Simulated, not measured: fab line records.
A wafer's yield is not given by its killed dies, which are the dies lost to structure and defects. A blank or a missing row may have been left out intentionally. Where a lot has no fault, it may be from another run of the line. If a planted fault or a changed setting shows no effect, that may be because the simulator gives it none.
fab line records :: flow sky130
record:
  lots: 6
  wafers: 18
  lastDay: 50
route steps=708 shown LDD_HVP@288 LDD_LDN@289 PAD_OPEN@708
lots that met no fault: taken from a fault-free run of the same line
startH: start of the lot's first displayed wafer, in hours after the record's first day :: waitH: hours elapsed since this lot's preceding step :: " the same as in the row above :: L1.1+2: one row covering several wafers at once :: - value missing, or start not given :: * or withheld: withheld :: < > ~ a bound
route shown NAME@n: NAME is a module with steps in the file, n the number in the route of the first one :: usual: mean/standard deviation of fault-free wafers :: same: alike in all rows :: chamber/n: place in a boat :: sites: per-site readings :: _std_site: standard deviation of those values :: _edge_site: outer sites' mean less inner sites' :: radiusMm: for every site, how far away it sits from the centre of the wafer :: mask NAME#n: copy n :: behind: the tool/chamber that last shaped the wafer :: hold: what put the lot on hold/how long, in hours/how the hold closed :: device: which transistor (n, p or np) failed to switch :: end of line: the same wafers' tests at the end of the route :: step lacking rows: just its recipe :: killed: dies lost to structure and defects at the first sort, not the wafer's yield :: map: a wafer's dies, x killed, . not, _ none there
set.NAME: the run value of the setting; set.NAME@STEP: its run value at that earlier step :: model.NAME: the simulator's own value behind a step, which no gauge read
lots seen at some steps along the route; tables by step, rows by wafer
services: from which hour (startH, from the record's first day; less than 0 if before it) a tool's chamber was out of use, for how many hours, and why
== steps ==
step: SKY_LDD_HVP_TW_MEAS_10
usual:
  LDD_HVP_TW: 454/3.5
lot.wafer: L408.2
tool: filmMetro-02
chamber: -
startH: 520.71
waitH: 0.1
LDD_HVP_TW: 449

lot.wafer: L408.4
tool: filmMetro-02
chamber: -
startH: 520.71
waitH: 0.1
LDD_HVP_TW: 449

lot.wafer: L408.5
tool: filmMetro-02
chamber: -
startH: 520.71
waitH: 0.1
LDD_HVP_TW: 452

lot.wafer: L413.2
tool: filmMetro-02
chamber: -
startH: 575.76
waitH: 0.1
LDD_HVP_TW: 449

lot.wafer: L413.4
tool: filmMetro-02
chamber: -
startH: 575.76
waitH: 0.1
LDD_HVP_TW: 450

lot.wafer: L413.6
tool: filmMetro-02
chamber: -
startH: 575.76
waitH: 0.1
LDD_HVP_TW: 449

lot.wafer: L418.1
tool: filmMetro-04
chamber: -
startH: 605.82
waitH: 0.1
LDD_HVP_TW: 461

lot.wafer: L418.2
tool: filmMetro-04
chamber: -
startH: 605.82
waitH: 0.1
LDD_HVP_TW: 461

lot.wafer: L418.5
tool: filmMetro-04
chamber: -
startH: 605.82
waitH: 0.1
LDD_HVP_TW: 461

lot.wafer: L419.1
tool: filmMetro-01
chamber: -
startH: 616.17
waitH: 0.1
LDD_HVP_TW: 456

lot.wafer: L419.2
tool: filmMetro-01
chamber: -
startH: 616.17
waitH: 0.1
LDD_HVP_TW: 453

lot.wafer: L419.3
tool: filmMetro-01
chamber: -
startH: 616.17
waitH: 0.1
LDD_HVP_TW: 454

lot.wafer: L420.1
tool: filmMetro-04
chamber: -
startH: 622.75
waitH: 0.1
LDD_HVP_TW: 458

lot.wafer: L420.3
tool: filmMetro-04
chamber: -
startH: 622.75
waitH: 0.1
LDD_HVP_TW: 459

lot.wafer: L420.4
tool: filmMetro-04
chamber: -
startH: 622.75
waitH: 0.1
LDD_HVP_TW: 460

lot.wafer: L429.3
tool: filmMetro-01
chamber: -
startH: 675.84
waitH: 0.1
LDD_HVP_TW: 454

lot.wafer: L429.5
tool: filmMetro-01
chamber: -
startH: 675.84
waitH: 0.1
LDD_HVP_TW: 453

lot.wafer: L429.6
tool: filmMetro-01
chamber: -
startH: 675.84
waitH: 0.1
LDD_HVP_TW: 454
step: SKY_LDD_LDN_DEHYDRATE_00
recipe:
  tempC: 200
  timeS: 60
step: SKY_LDD_LDN_HMDS_01
recipe:
  primeTimeS: 60
  primeTempC: 120
step: SKY_LDD_LDN_COAT_02
recipe:
  resist: NOVOLAK
  spinRpm: 3000
  resistThkNm: 1140
step: SKY_LDD_LDN_SOFTBAKE_03
recipe:
  tempC: 90
  timeS: 60
  resist: NOVOLAK
step: SKY_LDD_LDN_EXPOSE_04
recipe:
  maskId: LDNTM
  na: 0.6
  sourceShape: conventional
  sigmaOuter: 0.6
  polarization: unpolarized
  targetCdNm: 700
  doseMj: 140
step: SKY_LDD_LDN_PEB_05
recipe:
  tempC: withheld
  timeS: *
  resist: NOVOLAK
step: SKY_LDD_LDN_DEVELOP_06
recipe:
  resist: NOVOLAK
  developer: TMAH
  developTimeS: 60
  devTempC: 23
step: SKY_LDD_LDN_OVL_MEAS_07
usual:
  LDD_LDN_OVL: 1.0/1.3
lot.wafer: L408.2
tool: overlay-02
chamber: -
startH: 550.30
waitH: 0.1
LDD_LDN_OVL[nm]: -0.4

lot.wafer: L408.4
tool: overlay-02
chamber: -
startH: 550.30
waitH: 0.1
LDD_LDN_OVL[nm]: 0.1

lot.wafer: L408.5
tool: overlay-02
chamber: -
startH: 550.30
waitH: 0.1
LDD_LDN_OVL[nm]: 0.6

lot.wafer: L413.2
tool: overlay-02
chamber: -
startH: 604.64
waitH: 0.1
LDD_LDN_OVL[nm]: 2.6

lot.wafer: L413.4
tool: overlay-02
chamber: -
startH: 604.64
waitH: 0.1
LDD_LDN_OVL[nm]: 0.9

lot.wafer: L413.6
tool: overlay-02
chamber: -
startH: 604.64
waitH: 0.1
LDD_LDN_OVL[nm]: 2.0

lot.wafer: L418.1
tool: overlay-01
chamber: -
startH: 633.99
waitH: 0.1
LDD_LDN_OVL[nm]: 1.5

lot.wafer: L418.2
tool: overlay-01
chamber: -
startH: 633.99
waitH: 0.1
LDD_LDN_OVL[nm]: 0.3

lot.wafer: L418.5
tool: overlay-01
chamber: -
startH: 633.99
waitH: 0.1
LDD_LDN_OVL[nm]: 2.3

lot.wafer: L419.1
tool: overlay-01
chamber: -
startH: 644.19
waitH: 0.1
LDD_LDN_OVL[nm]: 0.5

lot.wafer: L419.2
tool: overlay-01
chamber: -
startH: 644.19
waitH: 0.1
LDD_LDN_OVL[nm]: 0.6

lot.wafer: L419.3
tool: overlay-01
chamber: -
startH: 644.19
waitH: 0.1
LDD_LDN_OVL[nm]: 1.2

lot.wafer: L420.1
tool: overlay-02
chamber: -
startH: 651.79
waitH: 0.1
LDD_LDN_OVL[nm]: -1.1

lot.wafer: L420.3
tool: overlay-02
chamber: -
startH: 651.79
waitH: 0.1
LDD_LDN_OVL[nm]: 1.6

lot.wafer: L420.4
tool: overlay-02
chamber: -
startH: 651.79
waitH: 0.1
LDD_LDN_OVL[nm]: 0.7

lot.wafer: L429.3
tool: overlay-02
chamber: -
startH: 703.50
waitH: 0.1
LDD_LDN_OVL[nm]: -0.7

lot.wafer: L429.5
tool: overlay-02
chamber: -
startH: 703.50
waitH: 0.1
LDD_LDN_OVL[nm]: -0.9

lot.wafer: L429.6
tool: overlay-02
chamber: -
startH: 703.50
waitH: 0.1
LDD_LDN_OVL[nm]: -2.0
step: SKY_LDD_LDN_IMPLANT_08
recipe:
  species: As
  energyKev: 15
  doseCm2: 1.25e+13
  tiltDeg: withheld
  rotationDeg: 23
step: SKY_LDD_LDN_IMPLANT_09
recipe:
  species: As
  energyKev: 15
  doseCm2: 1.25e+13
  tiltDeg: withheld
  rotationDeg: 113
step: SKY_LDD_LDN_IMPLANT_10
recipe:
  species: As
  energyKev: 15
  doseCm2: 1.25e+13
  tiltDeg: withheld
  rotationDeg: 203
step: SKY_LDD_LDN_IMPLANT_11
recipe:
  species: As
  energyKev: 15
  doseCm2: 1.25e+13
  tiltDeg: withheld
  rotationDeg: 293
usual:
  doseIonsCm2: 1.2499e+13/1.3e+10
lot.wafer: L408.2
tool: implanter-04
chamber: 0
startH: 550.80
waitH: 0.1
doseIonsCm2: 1.2512e+13

lot.wafer: L408.4
tool: implanter-04
chamber: 0
startH: 550.80
waitH: 0.1
doseIonsCm2: 1.2494e+13

lot.wafer: L408.5
tool: implanter-04
chamber: 0
startH: 550.80
waitH: 0.1
doseIonsCm2: 1.2506e+13

lot.wafer: L413.2
tool: implanter-02
chamber: 0
startH: 605.15
waitH: 0.1
doseIonsCm2: 1.2501e+13

lot.wafer: L413.4
tool: implanter-02
chamber: 0
startH: 605.15
waitH: 0.1
doseIonsCm2: 1.252e+13

lot.wafer: L413.6
tool: implanter-02
chamber: 0
startH: 605.15
waitH: 0.1
doseIonsCm2: 1.2509e+13

lot.wafer: L418.1
tool: implanter-04
chamber: 0
startH: 634.47
waitH: 0.1
doseIonsCm2: 1.2491e+13

lot.wafer: L418.2
tool: implanter-04
chamber: 0
startH: 634.47
waitH: 0.1
doseIonsCm2: 1.2486e+13

lot.wafer: L418.5
tool: implanter-04
chamber: 0
startH: 634.47
waitH: 0.1
doseIonsCm2: 1.2488e+13

lot.wafer: L419.1
tool: implanter-02
chamber: 0
startH: 644.67
waitH: 0.1
doseIonsCm2: 1.2736e+13

lot.wafer: L419.2
tool: implanter-02
chamber: 0
startH: 644.67
waitH: 0.1
doseIonsCm2: 1.2751e+13

lot.wafer: L419.3
tool: implanter-02
chamber: 0
startH: 644.67
waitH: 0.1
doseIonsCm2: 1.2723e+13

lot.wafer: L420.1
tool: implanter-02
chamber: 0
startH: 652.27
waitH: 0.1
doseIonsCm2: 1.2744e+13

lot.wafer: L420.3
tool: implanter-02
chamber: 0
startH: 652.27
waitH: 0.1
doseIonsCm2: 1.2759e+13

lot.wafer: L420.4
tool: implanter-02
chamber: 0
startH: 652.27
waitH: 0.1
doseIonsCm2: 1.2752e+13

lot.wafer: L429.3
tool: implanter-04
chamber: 0
startH: 704.02
waitH: 0.1
doseIonsCm2: 1.2514e+13

lot.wafer: L429.5
tool: implanter-04
chamber: 0
startH: 704.02
waitH: 0.1
doseIonsCm2: 1.2499e+13

lot.wafer: L429.6
tool: implanter-04
chamber: 0
startH: 704.02
waitH: 0.1
doseIonsCm2: 1.2503e+13
step: SKY_LDD_LDN_STRIP_12
recipe:
  chemistry: O2/N2
  powerW: 1400
  pressureMtorr: 1500
  platenTempC: withheld
  o2FlowSccm: 3000
  n2FlowSccm: 300
  overashFraction: 0.5
usual:
  drypumpMotorCurrentA: 5.41/0.28
  n2FlowSccm: 300.1/0.94
  oesProductAu: 0.716/0.0043
  stripTimeToEndpointS: 14.20/0.032
lot.wafer: L408.2
tool: plasmaAsher-01
chamber: 1
startH: 550.93
waitH: 0.1
drypumpMotorCurrentA: 5.31
n2FlowSccm: 299.6
oesProductAu: 0.719
rfHoursCounterH: 42
stripTimeToEndpointS: 14.18

lot.wafer: L408.4
tool: plasmaAsher-01
chamber: 1
startH: 550.93
waitH: 0.1
drypumpMotorCurrentA: 5.30
n2FlowSccm: 300.0
oesProductAu: 0.710
rfHoursCounterH: -
stripTimeToEndpointS: 14.20

lot.wafer: L408.5
tool: plasmaAsher-01
chamber: 1
startH: 550.93
waitH: 0.1
drypumpMotorCurrentA: 5.30
n2FlowSccm: 298.7
oesProductAu: 0.713
rfHoursCounterH: -
stripTimeToEndpointS: 14.17

lot.wafer: L413.2
tool: plasmaAsher-03
chamber: 1
startH: 605.27
waitH: 0.1
drypumpMotorCurrentA: 5.29
n2FlowSccm: 299.5
oesProductAu: 0.711
rfHoursCounterH: 78
stripTimeToEndpointS: 14.18

lot.wafer: L413.4
tool: plasmaAsher-03
chamber: 0
startH: 605.27
waitH: 0.1
drypumpMotorCurrentA: 5.31
n2FlowSccm: 300.4
oesProductAu: 0.724
rfHoursCounterH: -
stripTimeToEndpointS: 14.19

lot.wafer: L413.6
tool: plasmaAsher-03
chamber: 1
startH: 605.27
waitH: 0.1
drypumpMotorCurrentA: 5.27
n2FlowSccm: 298.8
oesProductAu: 0.709
rfHoursCounterH: -
stripTimeToEndpointS: 14.19

lot.wafer: L418.1
tool: plasmaAsher-01
chamber: 1
startH: 634.62
waitH: 0.1
drypumpMotorCurrentA: 5.33
n2FlowSccm: 300.5
oesProductAu: 0.714
rfHoursCounterH: 51
stripTimeToEndpointS: 14.19

lot.wafer: L418.2
tool: plasmaAsher-01
chamber: 0
startH: 634.62
waitH: 0.1
drypumpMotorCurrentA: 5.07
n2FlowSccm: 299.2
oesProductAu: 0.711
rfHoursCounterH: 51
stripTimeToEndpointS: 14.22

lot.wafer: L418.5
tool: plasmaAsher-01
chamber: 0
startH: 634.62
waitH: 0.1
drypumpMotorCurrentA: 5.09
n2FlowSccm: 300.8
oesProductAu: 0.721
rfHoursCounterH: -
stripTimeToEndpointS: 14.17

lot.wafer: L419.1
tool: plasmaAsher-02
chamber: 1
startH: 644.82
waitH: 0.1
drypumpMotorCurrentA: 5.90
n2FlowSccm: 298.9
oesProductAu: 0.710
rfHoursCounterH: 94
stripTimeToEndpointS: 14.20

lot.wafer: L419.2
tool: plasmaAsher-02
chamber: 0
startH: 644.82
waitH: 0.1
drypumpMotorCurrentA: 5.70
n2FlowSccm: 301.0
oesProductAu: 0.724
rfHoursCounterH: 94
stripTimeToEndpointS: 14.21

lot.wafer: L419.3
tool: plasmaAsher-02
chamber: 0
startH: 644.82
waitH: 0.1
drypumpMotorCurrentA: 5.70
n2FlowSccm: 302.0
oesProductAu: 0.712
rfHoursCounterH: -
stripTimeToEndpointS: 14.23

lot.wafer: L420.1
tool: plasmaAsher-03
chamber: 1
startH: 652.42
waitH: 0.1
drypumpMotorCurrentA: 5.29
n2FlowSccm: 299.9
oesProductAu: 0.718
rfHoursCounterH: 83
stripTimeToEndpointS: 14.22

lot.wafer: L420.3
tool: plasmaAsher-03
chamber: 1
startH: 652.42
waitH: 0.1
drypumpMotorCurrentA: 5.25
n2FlowSccm: 300.1
oesProductAu: 0.716
rfHoursCounterH: -
stripTimeToEndpointS: 14.23

lot.wafer: L420.4
tool: plasmaAsher-03
chamber: 0
startH: 652.42
waitH: 0.1
drypumpMotorCurrentA: 5.31
n2FlowSccm: 299.9
oesProductAu: 0.712
rfHoursCounterH: -
stripTimeToEndpointS: 14.21

lot.wafer: L429.3
tool: plasmaAsher-03
chamber: 1
startH: 704.16
waitH: 0.1
drypumpMotorCurrentA: 5.24
n2FlowSccm: 300.8
oesProductAu: 0.719
rfHoursCounterH: -
stripTimeToEndpointS: 14.20

lot.wafer: L429.5
tool: plasmaAsher-03
chamber: 0
startH: 704.16
waitH: 0.1
drypumpMotorCurrentA: 5.29
n2FlowSccm: 302.5
oesProductAu: 0.716
rfHoursCounterH: -
stripTimeToEndpointS: 14.15

lot.wafer: L429.6
tool: plasmaAsher-03
chamber: 1
startH: 704.16
waitH: 0.1
drypumpMotorCurrentA: 5.22
n2FlowSccm: 299.4
oesProductAu: 0.722
rfHoursCounterH: -
stripTimeToEndpointS: 14.18
step: SKY_PAD_OPEN_PROBE_99
usual:
  killed_at_M0_to_M3: 42/6.7
  killed_at_M4_up: 3.0/1.9
  killedAtContacts: 24/5.3
  killedAtFrontEnd: 16/4.3
  killedAtOther: 0.4/0.71
  killedDies: 85/9.6
  killedOpen: 46/6.5
  killedShort: 39/6.7
same:
  grossDies: 492
  killedAtBackSide: 0
lot.wafer: L413.2
tool: prober-02
chamber: -
startH: 1141.56
waitH: 0.1
killed_at_M0_to_M3: 39
killed_at_M4_up: 2
killedAtContacts: 22
killedAtFrontEnd: 14
killedAtOther: 0
killedDies: 77
killedOpen: 43
killedShort: 34

lot.wafer: L413.4
tool: prober-02
chamber: -
startH: 1141.66
waitH: 0.2
killed_at_M0_to_M3: 44
killed_at_M4_up: 1
killedAtContacts: 21
killedAtFrontEnd: 14
killedAtOther: 0
killedDies: 80
killedOpen: 36
killedShort: 44

lot.wafer: L413.6
tool: prober-02
chamber: -
startH: 1141.76
waitH: 0.2
killed_at_M0_to_M3: 55
killed_at_M4_up: 2
killedAtContacts: 19
killedAtFrontEnd: 19
killedAtOther: 0
killedDies: 95
killedOpen: 53
killedShort: 42

lot.wafer: L418.1
tool: prober-01
chamber: -
startH: 1162.81
waitH: 0.1
killed_at_M0_to_M3: 37
killed_at_M4_up: 2
killedAtContacts: 27
killedAtFrontEnd: 13
killedAtOther: 1
killedDies: 80
killedOpen: 46
killedShort: 33

lot.wafer: L418.2
tool: prober-01
chamber: -
startH: 1162.86
waitH: 0.1
killed_at_M0_to_M3: 37
killed_at_M4_up: 2
killedAtContacts: 27
killedAtFrontEnd: 14
killedAtOther: 1
killedDies: 81
killedOpen: 45
killedShort: 36

lot.wafer: L418.5
tool: prober-01
chamber: -
startH: 1163.01
waitH: 0.2
killed_at_M0_to_M3: 41
killed_at_M4_up: 3
killedAtContacts: 22
killedAtFrontEnd: 13
killedAtOther: 0
killedDies: 79
killedOpen: 42
killedShort: 37

lot.wafer: L420.1
tool: prober-02
chamber: -
startH: 1178.54
waitH: 0.1
killed_at_M0_to_M3: 30
killed_at_M4_up: 2
killedAtContacts: 27
killedAtFrontEnd: 13
killedAtOther: 1
killedDies: 73
killedOpen: 37
killedShort: 36

lot.wafer: L420.3
tool: prober-02
chamber: -
startH: 1178.64
waitH: 0.2
killed_at_M0_to_M3: 35
killed_at_M4_up: 3
killedAtContacts: 27
killedAtFrontEnd: 15
killedAtOther: 1
killedDies: 81
killedOpen: 46
killedShort: 35

lot.wafer: L420.4
tool: prober-02
chamber: -
startH: 1178.69
waitH: 0.2
killed_at_M0_to_M3: 42
killed_at_M4_up: 5
killedAtContacts: 16
killedAtFrontEnd: 17
killedAtOther: 0
killedDies: 80
killedOpen: 38
killedShort: 42
killed by level:class
L413.2 CONTACT:geometricParticle:open=8 METAL1:geometricParticle:short=6 METAL2:geometricParticle:short=6 VIA3:geometricParticle:open=6 LI_CONTACT:geometricParticle:open=5 LOCAL_INTERCONNECT:geometricParticle:short=5 VIA1:geometricParticle:open=5 POLY_GATE:geometricParticle:open=4
L413.4 METAL1:geometricParticle:short=10 METAL2:geometricParticle:short=7 VIA1:geometricParticle:open=6 CONTACT:geometricParticle:open=6 LI_CONTACT:geometricParticle:open=5 CONTACT:geometricParticle:short=5 POLY_GATE:geometricParticle:open=4 LOCAL_INTERCONNECT:geometricParticle:short=4
L413.6 VIA1:geometricParticle:open=11 VIA3:geometricParticle:open=9 LI_CONTACT:geometricParticle:open=9 METAL1:geometricParticle:short=9 VIA1:geometricParticle:short=8 VIA2:geometricParticle:open=7 CONTACT:geometricParticle:open=5 SONOS_ONO:geometricParticle:open=4
L418.1 CONTACT:geometricParticle:open=12 VIA1:geometricParticle:open=11 VIA1:geometricParticle:short=9 CONTACT:geometricParticle:short=7 VIA2:geometricParticle:open=7 POLY_GATE:geometricParticle:open=6 METAL1:geometricParticle:short=5 LI_CONTACT:geometricParticle:open=4
L418.2 LI_CONTACT:geometricParticle:open=9 VIA1:geometricParticle:open=9 CONTACT:geometricParticle:open=7 LOCAL_INTERCONNECT:geometricParticle:short=5 METAL1:geometricParticle:short=5 VIA1:geometricParticle:short=5 FIELD_ISO:geometricParticle:short=4 FIELD_ISO:geometricParticle:open=4
L418.5 CONTACT:geometricParticle:open=10 VIA1:geometricParticle:open=7 VIA2:geometricParticle:open=7 METAL1:geometricParticle:short=6 VIA1:geometricParticle:short=6 LI_CONTACT:geometricParticle:open=5 FIELD_ISO:geometricParticle:open=4 CONTACT:geometricParticle:short=4
L420.1 CONTACT:geometricParticle:open=8 LI_CONTACT:geometricParticle:short=7 VIA1:geometricParticle:open=7 LI_CONTACT:geometricParticle:open=6 VIA1:geometricParticle:short=5 CONTACT:geometricParticle:short=4 VIA2:geometricParticle:open=4 FIELD_ISO:geometricParticle:short=3
L420.3 LI_CONTACT:geometricParticle:open=9 VIA1:geometricParticle:open=8 VIA3:geometricParticle:open=7 CONTACT:geometricParticle:open=6 FIELD_ISO:geometricParticle:open=5 LOCAL_INTERCONNECT:geometricParticle:short=5 CONTACT:geometricParticle:short=5 METAL1:geometricParticle:short=4
L420.4 CONTACT:geometricParticle:short=8 VIA2:geometricParticle:open=7 VIA3:geometricParticle:open=7 FIELD_ISO:geometricParticle:short=6 METAL1:geometricParticle:short=6 VIA1:geometricParticle:open=5 POLY_GATE:geometricParticle:short=3 LOCAL_INTERCONNECT:geometricParticle:short=3
== services ==
tool: plasmaAsher-03
chamber: -
startH: 529.88
hours: 22.8
kind: pm

tool: implanter-02
chamber: -
startH: 537.04
hours: 2.7
kind: repair

tool: plasmaAsher-02
chamber: -
startH: 545.50
hours: 14.6
kind: pm

tool: implanter-02
chamber: -
startH: 549.27
hours: 6.0
kind: repair

tool: implanter-04
chamber: -
startH: 562.44
hours: 1.4
kind: repair

tool: implanter-02
chamber: -
startH: 623.79
hours: 3.5
kind: pm

tool: implanter-04
chamber: -
startH: 637.25
hours: 2.0
kind: pm

tool: implanter-04
chamber: -
startH: 645.51
hours: 1.1
kind: repair

tool: plasmaAsher-01
chamber: -
startH: 670.74
hours: 1.9
kind: repair

tool: plasmaAsher-01
chamber: -
startH: 674.67
hours: 3.6
kind: repair

tool: plasmaAsher-03
chamber: -
startH: 678.87
hours: 4.3
kind: pm

tool: implanter-02
chamber: -
startH: 678.92
hours: 6.2
kind: repair

tool: plasmaAsher-02
chamber: -
startH: 698.95
hours: 0.7
kind: repair
== key ==
firstSign:
  step: SKY_LDD_LDN_IMPLANT_11
  reading: doseIonsCm2
  direction: up
  sigmas: 20
  usual: *
  struck: *
effect none on later readings
metAt SKY_LDD_LDN_IMPLANT_11
struckWafers L419.1,L419.2,L419.3,L420.1,L420.3,L420.4
testerLeftOut L419,L420
onsetBetween 605.15 644.67
fault:
  kind: processParameterDrift
  tool: implanter-02
  chamber: -
  onsetH: 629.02
  steps: SKY_LDD_LDN_IMPLANT_11
  channel: doseCm2
  offset: *
  shape: step
  endH: 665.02
  actsIn: *
  stated: *
testerLeftOut: of these lots the tester's yield and bins aren't shown, on N5 and GAA mostly nor the transistor test; their killed dies are dies lost to structure and defects alone, not to doping, threshold or leakage, so they don't give the yield
